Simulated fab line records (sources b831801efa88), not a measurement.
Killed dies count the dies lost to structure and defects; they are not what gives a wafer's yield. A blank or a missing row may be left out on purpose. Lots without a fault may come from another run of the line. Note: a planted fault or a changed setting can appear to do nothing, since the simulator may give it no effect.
Which tool did it? || flow gf180mcu || 13 lots with 39 wafers sampled at 3 steps, on a route of 602 steps

WHAT EACH GAUGE READ, for each wafer
GF_LVPWELL_TW_MEAS_11. Usual: for LVPWELL_TW the level is 557 and the standard deviation is 6.6.
{"lot": "L700", "measured": "day 3 20:41", "on": "filmMetro-02", "LVPWELL_TW": "565 564 568", "flag": ""}
{"lot": "L701", "measured": "day 4 02:01", "on": "filmMetro-01", "LVPWELL_TW": "558 561 561", "flag": ""}
{"lot": "L702", "measured": "day 4 07:59", "on": "filmMetro-01", "LVPWELL_TW": "561 561 560", "flag": ""}
{"lot": "L704", "measured": "day 4 18:40", "on": "filmMetro-04", "LVPWELL_TW": "551 548 550", "flag": ""}
{"lot": "L705", "measured": "day 4 23:56", "on": "filmMetro-04", "LVPWELL_TW": "551 547 550", "flag": ""}
{"lot": "L706", "measured": "day 5 06:51", "on": "filmMetro-04", "LVPWELL_TW": "553 553 552", "flag": ""}
{"lot": "L709", "measured": "day 5 22:48", "on": "filmMetro-01", "LVPWELL_TW": "562 564 565", "flag": ""}
{"lot": "L716", "measured": "day 7 15:16", "on": "filmMetro-04", "LVPWELL_TW": "549 552 551", "flag": ""}
{"lot": "L717", "measured": "day 7 19:50", "on": "filmMetro-04", "LVPWELL_TW": "552 549 549", "flag": ""}
{"lot": "L718", "measured": "day 8 03:07", "on": "filmMetro-04", "LVPWELL_TW": "550 552 552", "flag": ""}
{"lot": "L720", "measured": "day 8 13:42", "on": "filmMetro-02", "LVPWELL_TW": "566 566 565", "flag": ""}
{"lot": "L722", "measured": "day 8 23:50", "on": "filmMetro-01", "LVPWELL_TW": "559 559 559", "flag": ""}
{"lot": "L723", "measured": "day 9 07:12", "on": "filmMetro-01", "LVPWELL_TW": "561 563 559", "flag": ""}

GF_POLY_GATE_THK_MEAS_17. Usual: for POLY_GATE_OXIDATION_THK the level is 3.99 nm and the standard deviation is 0.066.
{"lot": "L700", "measured": "day 9 11:48", "on": "filmMetro-04", "POLY_GATE_OXIDATION_THK (nm)": "3.97 3.94 3.99", "flag": ""}
{"lot": "L701", "measured": "day 9 11:49", "on": "filmMetro-03", "POLY_GATE_OXIDATION_THK (nm)": "4.00 4.00 4.01", "flag": ""}
{"lot": "L702", "measured": "day 9 19:48", "on": "filmMetro-04", "POLY_GATE_OXIDATION_THK (nm)": "3.86 3.91 3.79", "flag": ""}
{"lot": "L704", "measured": "day 10 13:13", "on": "filmMetro-03", "POLY_GATE_OXIDATION_THK (nm)": "3.98 4.06 4.05", "flag": ""}
{"lot": "L705", "measured": "day 10 13:35", "on": "filmMetro-02", "POLY_GATE_OXIDATION_THK (nm)": "4.00 4.03 4.14", "flag": ""}
{"lot": "L706", "measured": "day 10 23:05", "on": "filmMetro-04", "POLY_GATE_OXIDATION_THK (nm)": "4.10 4.06 4.06", "flag": ""}
{"lot": "L709", "measured": "day 11 20:29", "on": "filmMetro-02", "POLY_GATE_OXIDATION_THK (nm)": "3.97 3.99 3.93", "flag": ""}
{"lot": "L716", "measured": "day 14 00:13", "on": "filmMetro-04", "POLY_GATE_OXIDATION_THK (nm)": "3.96 3.97 3.94", "flag": ""}
{"lot": "L717", "measured": "day 14 03:28", "on": "filmMetro-04", "POLY_GATE_OXIDATION_THK (nm)": "3.99 3.96 4.07", "flag": ""}
{"lot": "L718", "measured": "day 14 14:54", "on": "filmMetro-03", "POLY_GATE_OXIDATION_THK (nm)": "4.07 3.92 3.99", "flag": ""}
{"lot": "L720", "measured": "day 15 03:52", "on": "filmMetro-03", "POLY_GATE_OXIDATION_THK (nm)": "4.02 4.01 4.05", "flag": ""}
{"lot": "L722", "measured": "day 15 17:41", "on": "filmMetro-03", "POLY_GATE_OXIDATION_THK (nm)": "3.96 3.93 3.96", "flag": ""}
{"lot": "L723", "measured": "day 16 03:46", "on": "filmMetro-02", "POLY_GATE_OXIDATION_THK (nm)": "4.00 3.97 3.98", "flag": ""}

WHAT TOOL EACH LOT RAN ON (gives the tool, then ch and the chambers of the sampled wafers, and finally the start)
{"lot": "L700", "GF_DUAL_GATE_STRIP_13": "plasmaAsher-01 ch 0,1, day 8 07:30"}
{"lot": "L701", "GF_DUAL_GATE_STRIP_13": "plasmaAsher-03 ch 0,1, day 8 11:48"}
{"lot": "L702", "GF_DUAL_GATE_STRIP_13": "plasmaAsher-01 ch 0,1, day 8 20:01"}
{"lot": "L704", "GF_DUAL_GATE_STRIP_13": "plasmaAsher-04 ch 0,1, day 9 14:48"}
{"lot": "L705", "GF_DUAL_GATE_STRIP_13": "plasmaAsher-03 ch 0, day 9 14:35"}
{"lot": "L706", "GF_DUAL_GATE_STRIP_13": "plasmaAsher-04 ch 0,1, day 10 00:20"}
{"lot": "L709", "GF_DUAL_GATE_STRIP_13": "plasmaAsher-04 ch 0,1, day 10 21:17"}
{"lot": "L716", "GF_DUAL_GATE_STRIP_13": "plasmaAsher-04 ch 0,1, day 12 23:27"}
{"lot": "L717", "GF_DUAL_GATE_STRIP_13": "plasmaAsher-01 ch 1, day 13 02:46"}
{"lot": "L718", "GF_DUAL_GATE_STRIP_13": "plasmaAsher-04 ch 0,1, day 13 13:08"}
{"lot": "L720", "GF_DUAL_GATE_STRIP_13": "plasmaAsher-01 ch 0,1, day 14 01:57"}
{"lot": "L722", "GF_DUAL_GATE_STRIP_13": "plasmaAsher-01 ch 0,1, day 14 14:31"}
{"lot": "L723", "GF_DUAL_GATE_STRIP_13": "plasmaAsher-04 ch 0,1, day 14 23:11"}
- GF_DUAL_GATE_STRIP_13: strips in O2/N2.

WHAT THE TOOLS THEMSELVES READ (means of the sampled wafers that have a number; where no wafer has one, the mark that the record gives instead)
GF_DUAL_GATE_STRIP_13. Usual: drypumpMotorCurrentA 5.7 A, standard deviation 0.35; heaterPowerW 343 W, standard deviation 26; oesProductAu 0.715 a.u., standard deviation 0.0049; stripTimeToEndpointS 12.63 s, standard deviation 0.032.
{"lot": "L700", "tool": "plasmaAsher-01", "drypumpMotorCurrentA (A)": 5.4, "heaterPowerW (W)": 341, "oesProductAu (a.u.)": 0.719, "stripTimeToEndpointS (s)": 12.62, "flag": ""}
{"lot": "L701", "tool": "plasmaAsher-03", "drypumpMotorCurrentA (A)": 5.7, "heaterPowerW (W)": 371, "oesProductAu (a.u.)": 0.716, "stripTimeToEndpointS (s)": 12.62, "flag": ""}
{"lot": "L702", "tool": "plasmaAsher-01", "drypumpMotorCurrentA (A)": 5.4, "heaterPowerW (W)": 326, "oesProductAu (a.u.)": 0.721, "stripTimeToEndpointS (s)": 12.63, "flag": ""}
{"lot": "L704", "tool": "plasmaAsher-04", "drypumpMotorCurrentA (A)": 6.0, "heaterPowerW (W)": 337, "oesProductAu (a.u.)": 0.715, "stripTimeToEndpointS (s)": 12.66, "flag": ""}
{"lot": "L705", "tool": "plasmaAsher-03", "drypumpMotorCurrentA (A)": 5.1, "heaterPowerW (W)": 406, "oesProductAu (a.u.)": 0.714, "stripTimeToEndpointS (s)": 12.65, "flag": ""}
{"lot": "L706", "tool": "plasmaAsher-04", "drypumpMotorCurrentA (A)": 6.0, "heaterPowerW (W)": 334, "oesProductAu (a.u.)": 0.713, "stripTimeToEndpointS (s)": 12.62, "flag": ""}
{"lot": "L709", "tool": "plasmaAsher-04", "drypumpMotorCurrentA (A)": 6.0, "heaterPowerW (W)": 337, "oesProductAu (a.u.)": 0.925, "stripTimeToEndpointS (s)": "-", "flag": "OFF"}
{"lot": "L716", "tool": "plasmaAsher-04", "drypumpMotorCurrentA (A)": 6.1, "heaterPowerW (W)": 333, "oesProductAu (a.u.)": 0.716, "stripTimeToEndpointS (s)": 12.67, "flag": ""}
{"lot": "L717", "tool": "plasmaAsher-01", "drypumpMotorCurrentA (A)": 5.4, "heaterPowerW (W)": 310, "oesProductAu (a.u.)": 0.716, "stripTimeToEndpointS (s)": 12.68, "flag": ""}
{"lot": "L718", "tool": "plasmaAsher-04", "drypumpMotorCurrentA (A)": 6.0, "heaterPowerW (W)": 333, "oesProductAu (a.u.)": 0.715, "stripTimeToEndpointS (s)": 12.63, "flag": ""}
{"lot": "L720", "tool": "plasmaAsher-01", "drypumpMotorCurrentA (A)": 5.3, "heaterPowerW (W)": 345, "oesProductAu (a.u.)": 0.717, "stripTimeToEndpointS (s)": 12.65, "flag": ""}
{"lot": "L722", "tool": "plasmaAsher-01", "drypumpMotorCurrentA (A)": 5.4, "heaterPowerW (W)": 322, "oesProductAu (a.u.)": 0.712, "stripTimeToEndpointS (s)": 12.65, "flag": ""}
{"lot": "L723", "tool": "plasmaAsher-04", "drypumpMotorCurrentA (A)": 6.0, "heaterPowerW (W)": 341, "oesProductAu (a.u.)": 0.719, "stripTimeToEndpointS (s)": 12.62, "flag": ""}

THE ANSWER, worked out from the rows above alone
Rule: lot off if the mean of its wafers having a number is beyond 3 standard deviations from the usual mean. Also off: a lot with no number at a reading for which 4 or more lots have one. The other lots that the step has rows for count as sound. First the gauges in route order, then the tools' own readings, where a lot's mean is used as printed above. The first step at which some lot is off is used, and at that step the reading that is off furthest; a lot without a number counts as furthest.
Off: L709, at GF_DUAL_GATE_STRIP_13 (stripTimeToEndpointS). Without a number there: L709.
A tool fits if, at that step or a process step before it, it ran every lot that is off, and no sound lot after the first of them. None of those tried fits.

WHAT THE SIMULATOR HAD INSERTED
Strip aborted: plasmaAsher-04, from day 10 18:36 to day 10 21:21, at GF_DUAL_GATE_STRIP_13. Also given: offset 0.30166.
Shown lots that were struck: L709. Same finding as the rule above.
